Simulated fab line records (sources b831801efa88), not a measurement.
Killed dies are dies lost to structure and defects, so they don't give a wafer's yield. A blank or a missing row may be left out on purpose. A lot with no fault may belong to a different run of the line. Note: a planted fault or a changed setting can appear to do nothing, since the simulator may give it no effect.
Lot-split experiment + flow sfqLine + 23 wafers read from 5 lots, route of 325 steps

## ON THE SPLIT
At SFQ_TRILAYER_M0_LITHO_COAT_021 (resist thk 600 nm), the setting resistThkNm was moved away from the recipe's 600 nm on 9 of the 23 wafers read, by -4.2% to +3.2%. All remaining wafers had this setting at the recipe value.

Split to reading: the file shows no intervening step.

## THE READING
KrF_of_TRILAYER_M0_LITHO_COAT_021.thkNm (the simulator's own value, which no gauge read), in nm, at SFQ_TRILAYER_M0_BARC_OPEN_METAL_ETCH_031 (etches BARC in O2, target depth 125 nm, time 41.7 s). The file does not state a usual value for it. Here, 14 wafers ran the recipe; their average is 523.6 nm with a standard deviation of 1.7 nm.

| wafer  | tool, chamber at the split | resistThkNm as run, nm | against the recipe | KrF_of_TRILAYER_M0_LITHO_COAT_021.thkNm, nm | against lot-mates on the recipe |
|--------|----------------------------|------------------------|--------------------|---------------------------------------------|---------------------------------|
| L076.1 | lithoTrack-02, 0           | 574.6                  | -4.2%              | 497.1                                       | -28.4                           |
| L076.2 | lithoTrack-02, 0           | 600                    | recipe             | 525.4                                       | -                               |
| L076.3 | lithoTrack-02, 0           | 600                    | recipe             | 525.5                                       | -                               |
| L076.4 | lithoTrack-02, 0           | 574.6                  | -4.2%              | 496                                         | -29.5                           |
| L076.5 | lithoTrack-02, 0           | 574.6                  | -4.2%              | 499.5                                       | -26.0                           |
| L077.1 | lithoTrack-01, 0           | 600                    | recipe             | 520.3                                       | -                               |
| L077.2 | lithoTrack-01, 0           | 619.2                  | +3.2%              | 542.1                                       | +21.2                           |
| L077.3 | lithoTrack-01, 0           | 619.2                  | +3.2%              | 540.5                                       | +19.6                           |
| L077.4 | lithoTrack-01, 0           | 619.2                  | +3.2%              | 540                                         | +19.1                           |
| L077.6 | lithoTrack-01, 0           | 600                    | recipe             | 521.5                                       | -                               |
| L080.1 | lithoTrack-03, 0           | 600                    | recipe             | 522.4                                       | -                               |
| L080.6 | lithoTrack-03, 0           | 600                    | recipe             | 522.4                                       | -                               |
| L080.3 | lithoTrack-03, 0           | 600                    | recipe             | 521.8                                       | -                               |
| L083.1 | lithoTrack-03, 0           | 600                    | recipe             | 525.2                                       | -                               |
| L083.3 | lithoTrack-03, 0           | 575.2                  | -4.1%              | 499.8                                       | -24.9                           |
| L083.4 | lithoTrack-03, 0           | 575.2                  | -4.1%              | 500.3                                       | -24.4                           |
| L083.5 | lithoTrack-03, 0           | 575.2                  | -4.1%              | 499.9                                       | -24.9                           |
| L083.6 | lithoTrack-03, 0           | 600                    | recipe             | 524.3                                       | -                               |
| L084.1 | lithoTrack-01, 0           | 600                    | recipe             | 525.2                                       | -                               |
| L084.2 | lithoTrack-01, 0           | 600                    | recipe             | 522.1                                       | -                               |
| L084.4 | lithoTrack-01, 0           | 600                    | recipe             | 524.4                                       | -                               |
| L084.5 | lithoTrack-01, 0           | 600                    | recipe             | 525.8                                       | -                               |
| L084.6 | lithoTrack-01, 0           | 600                    | recipe             | 523.7                                       | -                               |

FIT RESULTS
A straight line over all 23 wafers: KrF_of_TRILAYER_M0_LITHO_COAT_021.thkNm changes by +5.78 nm for each +1% of resistThkNm; r = +0.99; the points scatter about the line by 1.7 nm.
The same after taking each lot's own level away (the mean of its wafers on the recipe; 23 wafers): +6.28 nm for each +1%; r = +1.00; scatter 1.2 nm.
Per that fit: largest resistThkNm move, reading shift of 27 nm.
The span of the lots' own levels, 520.90 to 525.45 nm, comes to 2.6 times the standard deviation stated above.
So the lot-to-lot level changes the slope little: the two slopes agree.
Check: for one of the wafers moved furthest among these (-4.2%), held out of the fit, the line's prediction against its lot-mates is -26.3 nm. Against them it came out at -28.4 nm.

## OTHER SPLITS ON THESE WAFERS
These wafers also went through other splits before the reading. Each is held against what the fit with the lots' levels taken away leaves over:
| other split on the same wafers                   | wafers away from the commonest value | r with KrF_of_TRILAYER_M0_LITHO_COAT_021.thkNm (lot level and that fit taken away) |
|--------------------------------------------------|--------------------------------------|------------------------------------------------------------------------------------|
| SFQ_TRILAYER_L0_LITHO_COAT_010 resistThkNm       | 10                                   | -0.20                                                                              |
| SFQ_TRILAYER_L0_VIA_LITHO_COAT_018 resistThkNm   | 7                                    | -0.07                                                                              |
| SFQ_TRILAYER_L0_VIA_BARC_OPEN_VIA_ETCH_021 biasW | 6                                    | +0.26                                                                              |

## THE WHOLE CHAIN: every reading that the file lists as answering this split, in the file's order
| step                                     | what it does                                        | reading                                                                                  | change (the file's fit)              | r (the file's) |
|------------------------------------------|-----------------------------------------------------|------------------------------------------------------------------------------------------|--------------------------------------|----------------|
| SFQ_TRILAYER_M0_LITHO_COAT_021           | resist thk 600 nm                                   | KrF_of_TRILAYER_M0_LITHO_COAT_021.thkNm (the simulator's own value, which no gauge read) | +6.19 nm for each +1% of the setting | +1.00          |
| SFQ_TRILAYER_M0_BARC_OPEN_METAL_ETCH_031 | etches BARC in O2, target depth 125 nm, time 41.7 s | KrF_of_TRILAYER_M0_LITHO_COAT_021.thkNm (the simulator's own value, which no gauge read) | +6.28 nm for each +1% of the setting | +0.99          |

## FILE'S OWN FIT
KrF_of_TRILAYER_M0_LITHO_COAT_021.thkNm changes by +6.28 nm for each +1% of resistThkNm, r = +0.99.
